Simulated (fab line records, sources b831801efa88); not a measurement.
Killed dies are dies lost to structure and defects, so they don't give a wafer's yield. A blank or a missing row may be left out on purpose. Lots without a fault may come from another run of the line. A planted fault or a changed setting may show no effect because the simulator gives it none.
Which tool did it? | flow sky130 | 12 lots, 36 wafers sampled, at 5 steps of a route of 708

WHAT THE GAUGES READ, wafer by wafer
The record holds no reading of a measuring or inspecting step that can be judged against a usual standard deviation.

WHICH TOOL RAN EACH LOT (tool, then ch and the chambers of the sampled wafers, then the start)
lot  | SKY_VIA2_CMP_02               | SKY_CAPM_CVD_00                 | SKY_CAPM_SPUTTER_02          | SKY_CAPM_STRIP_14                    | SKY_PAD_OPEN_PROBE_99
L464 | cmp-02 ch 0,1,2, day 35 10:59 | pecvd-03 ch 0,1, day 36 15:18   | pvd_sputter-04, day 36 15:23 | plasma_asher-04 ch 0,1, day 37 17:43 | -
L465 | cmp-01 ch 0,3, day 35 17:45   | pecvd-01 ch 0,2, day 36 21:04   | pvd_sputter-02, day 36 21:09 | plasma_asher-03 ch 0,1, day 37 22:48 | -
L467 | cmp-01 ch 0,2,3, day 36 07:16 | pecvd-03 ch 0,1, day 37 10:49   | pvd_sputter-04, day 37 10:55 | plasma_asher-03 ch 0,1, day 38 12:45 | prober-01, day 46 16:49
L468 | cmp-01 ch 0,3, day 36 15:53   | pecvd-02 ch 1,2, day 37 20:07   | pvd_sputter-02, day 37 20:13 | plasma_asher-03 ch 0,1, day 38 21:57 | prober-02, day 47 01:40
L478 | cmp-01 ch 1,2, day 40 11:45   | pecvd-02 ch 1,2, day 41 14:10   | pvd_sputter-02, day 41 14:14 | plasma_asher-01 ch 0,1, day 42 13:53 | -
L479 | cmp-02 ch 0,2,3, day 40 19:27 | pecvd-03 ch 1,2, day 41 21:44   | pvd_sputter-03, day 41 21:49 | plasma_asher-04 ch 0,1, day 42 20:27 | prober-01, day 50 01:17
L480 | cmp-01 ch 1,3, day 40 23:42   | pecvd-02 ch 0,1,2, day 42 01:19 | pvd_sputter-04, day 42 01:25 | plasma_asher-04 ch 0,1, day 43 00:33 | -
L481 | cmp-02 ch 0,1,3, day 41 00:56 | pecvd-03 ch 1,2, day 42 03:22   | pvd_sputter-03, day 42 03:26 | plasma_asher-04 ch 0,1, day 43 01:57 | -
L483 | cmp-02 ch 1,2, day 41 08:51   | pecvd-03 ch 0,1,2, day 42 11:22 | pvd_sputter-04, day 42 11:26 | plasma_asher-01 ch 0,1, day 43 10:23 | -
L484 | cmp-02 ch 1,2, day 41 12:00   | pecvd-02 ch 0,1, day 42 13:43   | pvd_sputter-02, day 42 13:47 | plasma_asher-03 ch 0,1, day 43 12:52 | prober-02, day 50 14:49
L485 | cmp-02 ch 1,2,3, day 42 00:01 | pecvd-03 ch 0,2, day 43 01:29   | pvd_sputter-02, day 43 01:35 | plasma_asher-04 ch 0,1, day 44 00:27 | -
L486 | cmp-01 ch 0,1,3, day 42 06:10 | pecvd-03 ch 0,2, day 43 07:01   | pvd_sputter-03, day 43 07:06 | plasma_asher-03 ch 0,1, day 44 06:14 | -
- SKY_VIA2_CMP_02: polishes SiO2.
- SKY_CAPM_CVD_00: deposits SiO2, target thk 15.5 nm.
- SKY_CAPM_SPUTTER_02: material TiN, target thk 200 nm, time 166.7 s.
- SKY_CAPM_STRIP_14: strips in O2/N2.
- SKY_PAD_OPEN_PROBE_99

WHAT THE TOOLS THEMSELVES READ (means of the sampled wafers that have a number; where no wafer has one, the mark that the record gives instead)
SKY_VIA2_CMP_02. Usual: motor_current_A 12.8 A, standard deviation 0.83.
lot  | tool   | motor_current_A (A) | flag
L464 | cmp-02 | 12.8                |
L465 | cmp-01 | 13.4                |
L467 | cmp-01 | 12.8                |
L468 | cmp-01 | 13.2                |
L478 | cmp-01 | 12.5                |
L479 | cmp-02 | 12.2                |
L480 | cmp-01 | 13.8                |
L481 | cmp-02 | 12.7                |
L483 | cmp-02 | 13.4                |
L484 | cmp-02 | 13.3                |
L485 | cmp-02 | 12.7                |
L486 | cmp-01 | 13.0                |

SKY_CAPM_CVD_00. Usual: heater_power_outer_w 468 W, standard deviation 60; heater_power_w 774 W, standard deviation 99; susceptor_temp_C 400.00 C, standard deviation 0.21.
lot  | tool     | heater_power_outer_w (W) | heater_power_w (W) | susceptor_temp_C (C) | flag
L464 | pecvd-03 | 523                      | 847                | 399.82               |
L465 | pecvd-01 | 480                      | 819                | 400.10               |
L467 | pecvd-03 | -                        | -                  | -                    | OFF
L468 | pecvd-02 | -                        | -                  | -                    | OFF
L478 | pecvd-02 | 401                      | 647                | 399.63               |
L479 | pecvd-03 | 522                      | 893                | 400.17               |
L480 | pecvd-02 | 459                      | 715                | 399.75               |
L481 | pecvd-03 | 517                      | 892                | 400.16               |
L483 | pecvd-03 | 471                      | 813                | 399.69               |
L484 | pecvd-02 | 496                      | 792                | 400.00               |
L485 | pecvd-03 | 470                      | 781                | 400.11               |
L486 | pecvd-03 | 521                      | 892                | 400.30               |

SKY_CAPM_SPUTTER_02. Usual: substrate_temp_c 300.02 C, standard deviation 0.2; susceptor_temp_C 300.02 C, standard deviation 0.17; throttle_valve_pct 29.8 %, standard deviation 1.3.
lot  | tool           | substrate_temp_c (C) | susceptor_temp_C (C) | throttle_valve_pct (%) | flag
L464 | pvd_sputter-04 | 299.78               | 299.99               | 29.6                   |
L465 | pvd_sputter-02 | 300.03               | 300.11               | 29.4                   |
L467 | pvd_sputter-04 | 300.03               | 300.07               | 29.2                   |
L468 | pvd_sputter-02 | 300.04               | 299.94               | 30.0                   |
L478 | pvd_sputter-02 | 299.99               | 300.10               | 29.3                   |
L479 | pvd_sputter-03 | 300.11               | 299.99               | 30.1                   |
L480 | pvd_sputter-04 | 299.91               | 300.11               | 30.4                   |
L481 | pvd_sputter-03 | 300.09               | 299.93               | 29.8                   |
L483 | pvd_sputter-04 | 300.06               | 299.83               | 28.8                   |
L484 | pvd_sputter-02 | 300.09               | 300.16               | 30.2                   |
L485 | pvd_sputter-02 | 300.11               | 300.02               | 29.0                   |
L486 | pvd_sputter-03 | 300.13               | 299.98               | 29.5                   |

SKY_CAPM_STRIP_14. Usual: drypump_motor_current_A 5.5 A, standard deviation 0.35; oes_product_au 0.710 a.u., standard deviation 0.0043; strip_time_to_endpoint_s 12.66 s, standard deviation 0.039.
lot  | tool            | drypump_motor_current_A (A) | oes_product_au (a.u.) | strip_time_to_endpoint_s (s) | flag
L464 | plasma_asher-04 | 5.3                         | 0.709                 | 12.67                        |
L465 | plasma_asher-03 | 6.0                         | 0.712                 | 12.68                        |
L467 | plasma_asher-03 | 6.0                         | 0.709                 | 12.66                        |
L468 | plasma_asher-03 | 6.0                         | 0.712                 | 12.65                        |
L478 | plasma_asher-01 | 5.5                         | 0.711                 | 12.71                        |
L479 | plasma_asher-04 | 5.1                         | 0.708                 | 12.66                        |
L480 | plasma_asher-04 | 5.3                         | 0.713                 | 12.62                        |
L481 | plasma_asher-04 | 5.2                         | 0.708                 | 12.64                        |
L483 | plasma_asher-01 | 5.5                         | 0.713                 | 12.63                        |
L484 | plasma_asher-03 | 5.9                         | 0.712                 | 12.63                        |
L485 | plasma_asher-04 | 5.1                         | 0.707                 | 12.67                        |
L486 | plasma_asher-03 | 6.0                         | 0.711                 | 12.67                        |

SKY_PAD_OPEN_PROBE_99. Usual: defect_limited_yield 82.9 %, standard deviation 1.7; killed_at_M0_to_M3 42, standard deviation 6.7; killed_at_M4_up 3.4, standard deviation 2; killed_at_contacts 24, standard deviation 5.1; killed_at_front_end 14, standard deviation 4.2; killed_at_other 0.2, standard deviation 0.49; killed_dies 84, standard deviation 8.4; killed_on_rim 17, standard deviation 3.6; killed_open 46, standard deviation 7; killed_short 39, standard deviation 5.8; sort_bin_3_pad_short 0.8 %, standard deviation 0.42; sort_bin_5_function 10.2 %, standard deviation 1.3; sort_bin_6_memory 6.1 %, standard deviation 1; sort_n_pass 408, standard deviation 8.4; sort_yield_pct 82.9 %, standard deviation 1.7.
lot  | tool      | defect_limited_yield (%) | killed_at_M0_to_M3 | killed_at_M4_up | killed_at_contacts | killed_at_front_end | killed_at_other | killed_dies | killed_on_rim | killed_open | killed_short | sort_bin_3_pad_short (%) | sort_bin_5_function (%) | sort_bin_6_memory (%) | sort_n_pass | sort_yield_pct (%) | flag
L467 | prober-01 | 0.0                      | 42                 | 3.0             | 25                 | 15                  | 407.7           | 492         | 96            | 47          | 38           | 0.9                      | 91.9                    | 7.2                   | 0           | 0.0                | OFF
L468 | prober-02 | 0.0                      | 48                 | 2.0             | 30                 | 16                  | 396.0           | 492         | 96            | 53          | 43           | 0.7                      | 91.9                    | 7.4                   | 0           | 0.0                | OFF
L479 | prober-01 | 83.7                     | 38                 | 3.0             | 26                 | 12                  | 0.7             | 80          | 17            | 43          | 37           | 1.2                      | 9.3                     | 5.7                   | 412         | 83.7               |
L484 | prober-02 | 85.2                     | 38                 | 3.3             | 19                 | 12                  | 0.3             | 73          | 18            | 38          | 35           | 0.5                      | 9.0                     | 5.3                   | 419         | 85.2               |

THE ANSWER, worked out from the rows above alone
Rule: a lot is off if the mean of its wafers that have a number lies more than 3 standard deviations from the usual mean. A lot without any number at a reading at which 4 lots or more have one is off too. The other lots that the step has rows for count as sound. The gauges are gone through in route order, then the tools' own readings, and for those a lot's mean is taken as printed above. The first step at which some lot is off is used, and at that step the reading that is off furthest; a lot without a number counts as furthest.
Off: L467, L468, at SKY_CAPM_CVD_00 (heater_power_outer_w). Without a number there: L467, L468.
A tool fits if, at that step or a process step before it, it ran every lot that is off, and no sound lot after the first of them. None of those tried fits.

WHAT THE SIMULATOR HAD PUT IN
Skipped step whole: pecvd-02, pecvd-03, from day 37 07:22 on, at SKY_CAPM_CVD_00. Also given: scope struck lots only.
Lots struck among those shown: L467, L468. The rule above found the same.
